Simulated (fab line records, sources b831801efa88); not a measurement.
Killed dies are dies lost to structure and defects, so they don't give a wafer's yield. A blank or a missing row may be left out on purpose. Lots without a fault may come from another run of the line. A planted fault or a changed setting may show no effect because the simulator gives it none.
Chamber matching | flow gf180mcu | GF_V5_CVD_02 on pecvd-02: 3 sister chambers
The step deposits SiO2 from TEOS, target thk 1450 nm, time 163.28 s. 3 wafers are shown with their chamber, then 9 later ones without.

WAFERS WITH THEIR CHAMBER
wafer  | chamber | heater_power_w (W)
L092.4 | 1       | 571
L092.5 | 0       | 608
L092.6 | 2       | 647

WAFERS WITHOUT THEIR CHAMBER
wafer  | heater_power_w (W)
L093.2 | 625
L093.3 | 500
L093.5 | 602
L094.1 | 606
L094.5 | 578
L094.6 | 676
L096.1 | 655
L096.3 | 476
L096.4 | 555

WHICH CHAMBER EACH WENT THROUGH
wafer  | from the rows above          | in truth
L093.2 | can't be placed: 0 or 2 or 1 | 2
L093.3 | can't be placed: 1 or 0 or 2 | 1
L093.5 | can't be placed: 0 or 1 or 2 | 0
L094.1 | can't be placed: 0 or 1 or 2 | 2
L094.5 | can't be placed: 1 or 0 or 2 | 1
L094.6 | can't be placed: 2 or 0 or 1 | 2
L096.1 | can't be placed: 2 or 0 or 1 | 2
L096.3 | can't be placed: 1 or 0 or 2 | 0
L096.4 | can't be placed: 1 or 0 or 2 | 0
Placed correctly: 0 of 9. Can't be placed from these rows: 9 (the true chamber is among the candidates in 9). Placed wrongly: 0.
How it was worked out, from the rows above alone: a wafer's distance from a chamber is the root of the sum, over the readings, of the square of ((its reading less the chamber's mean) divided by the reading's scatter). The wafer belongs to the nearest chamber; if the next one is less than 2 further off, it can't be placed. A chamber's mean is the mean of its shown wafers. The scatter: with one shown wafer a chamber, the root of the mean of the squares of how far each hidden wafer lies from its nearest shown one.
